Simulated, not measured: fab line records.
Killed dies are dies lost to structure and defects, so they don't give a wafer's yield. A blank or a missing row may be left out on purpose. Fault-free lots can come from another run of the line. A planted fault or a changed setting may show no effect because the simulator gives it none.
Matching of chambers :: flow sky130 :: 4 sister chambers for SKY_POLY_GATE_ETCH_17 on rieSi-02
The step etches poly-Si in HBr/Cl2, stops on SiO2, target depth 180 nm, time 70.5 s. 7 wafers are shown with their chamber, then 7 later ones without.

## WAFERS PAIRED WITH THEIR CHAMBERS
wafer: L980.4
chamber: 3
drypumpMotorCurrentA (A): 4.7
oesProductAu (a.u.): 0.983

wafer: L980.6
chamber: 0
drypumpMotorCurrentA (A): 6.0
oesProductAu (a.u.): 0.996

wafer: L983.2
chamber: 2
drypumpMotorCurrentA (A): 6.4
oesProductAu (a.u.): 0.995

wafer: L983.3
chamber: 1
drypumpMotorCurrentA (A): 5.8
oesProductAu (a.u.): 0.981

wafer: L983.4
chamber: 0
drypumpMotorCurrentA (A): 5.9
oesProductAu (a.u.): 1.000

wafer: L984.1
chamber: 3
drypumpMotorCurrentA (A): 4.7
oesProductAu (a.u.): 0.992

wafer: L984.3
chamber: 1
drypumpMotorCurrentA (A): 5.8
oesProductAu (a.u.): 0.997

## WAFERS MISSING THEIR CHAMBER
wafer: L984.6
drypumpMotorCurrentA (A): 4.7
oesProductAu (a.u.): 0.982

wafer: L989.2
drypumpMotorCurrentA (A): 6.0
oesProductAu (a.u.): 0.989

wafer: L989.4
drypumpMotorCurrentA (A): 4.7
oesProductAu (a.u.): 0.989

wafer: L989.6
drypumpMotorCurrentA (A): 5.8
oesProductAu (a.u.): 0.986

wafer: L992.1
drypumpMotorCurrentA (A): 5.8
oesProductAu (a.u.): 0.975

wafer: L992.4
drypumpMotorCurrentA (A): 6.0
oesProductAu (a.u.): 0.977

wafer: L992.5
drypumpMotorCurrentA (A): 4.7
oesProductAu (a.u.): 0.969

## THE CHAMBER EACH PASSED THROUGH
wafer: L984.6
from the rows above: 3
in truth: 3

wafer: L989.2
from the rows above: 0
in truth: 0

wafer: L989.4
from the rows above: 3
in truth: 3

wafer: L989.6
from the rows above: 1
in truth: 1

wafer: L992.1
from the rows above: 1
in truth: 1

wafer: L992.4
from the rows above: 0
in truth: 0

wafer: L992.5
from the rows above: 3
in truth: 3
Correctly placed: 7 of 7. Can't be placed from these rows: 0. 0 placed wrongly.
How it was worked out, from the rows above alone: a wafer's distance from a chamber is the root of the sum, over the readings, of the square of ((its reading less the chamber's mean) divided by the reading's scatter). If the next closest chamber is less than 2 further off than the closest, the wafer can't be placed; otherwise it belongs to the closest. The mean given for a chamber averages the wafers shown for that chamber. The scatter: take each reading less its chamber's mean, square it, sum over the shown wafers, divide by the number of wafers less the number of chambers, and take the root.
